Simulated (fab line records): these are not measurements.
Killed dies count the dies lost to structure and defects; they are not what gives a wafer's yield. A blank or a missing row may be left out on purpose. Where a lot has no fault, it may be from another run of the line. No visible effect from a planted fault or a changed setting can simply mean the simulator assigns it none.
Matching of chambers    flow gf180mcu    GF_V5_CMP_26 on cmp-01 has 4 sister chambers
The step polishes, stops on SiO2, t overpolish 15 s, target thk 0 nm. 8 wafers are shown with their chamber, then 9 later ones without.

== EACH WAFER AND ITS CHAMBER ==
wafer   chamber  motor-current-A (A)  time-to-endpoint-s (s)
L542.6  2        11.2                 83
L544.3  2        10.7                 87
L545.1  3        11.9                 91
L546.2  0        10.9                 82
L546.6  1        12.0                 88
L548.1  1        12.3                 88
L548.2  0        11.5                 86
L548.3  3        12.3                 85

== WAFERS MISSING THEIR CHAMBER ==
wafer   motor-current-A (A)  time-to-endpoint-s (s)
L549.3  12.1                 88
L549.4  11.8                 83
L549.5  10.8                 87
L553.1  11.5                 89
L553.3  11.3                 88
L553.5  11.7                 86
L555.3  11.3                 84
L555.5  11.1                 90
L555.6  11.6                 91

== EACH ONE'S CHAMBER ==
wafer   from the rows above                in truth
L549.3  can't be placed: 3 or 1            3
L549.4  can't be placed: 0 or 3 or 1 or 2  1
L549.5  can't be placed: 2 or 0            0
L553.1  can't be placed: 3 or 0 or 1 or 2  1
L553.3  can't be placed: 0 or 2 or 3 or 1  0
L553.5  can't be placed: 3 or 1 or 0 or 2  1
L555.3  can't be placed: 0 or 2            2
L555.5  can't be placed: 2 or 0 or 3 or 1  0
L555.6  can't be placed: 3 or 1 or 0 or 2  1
Correctly placed: 0 of 9. Cannot be placed on the basis of these rows: 9; the candidates contain the true chamber in 9. Number placed wrongly: 0.
How it was worked out, from the rows above alone: a wafer's distance from a chamber is the root of the sum, over the readings, of the square of ((its reading less the chamber's mean) divided by the reading's scatter). The wafer belongs to the nearest chamber; if the next one is less than 2 further off, it can't be placed. The mean given for a chamber averages the wafers shown for that chamber. The scatter is the square root of a quotient: the sum, over the shown wafers, of each reading's squared deviation from its chamber's mean, divided by wafers minus chambers.
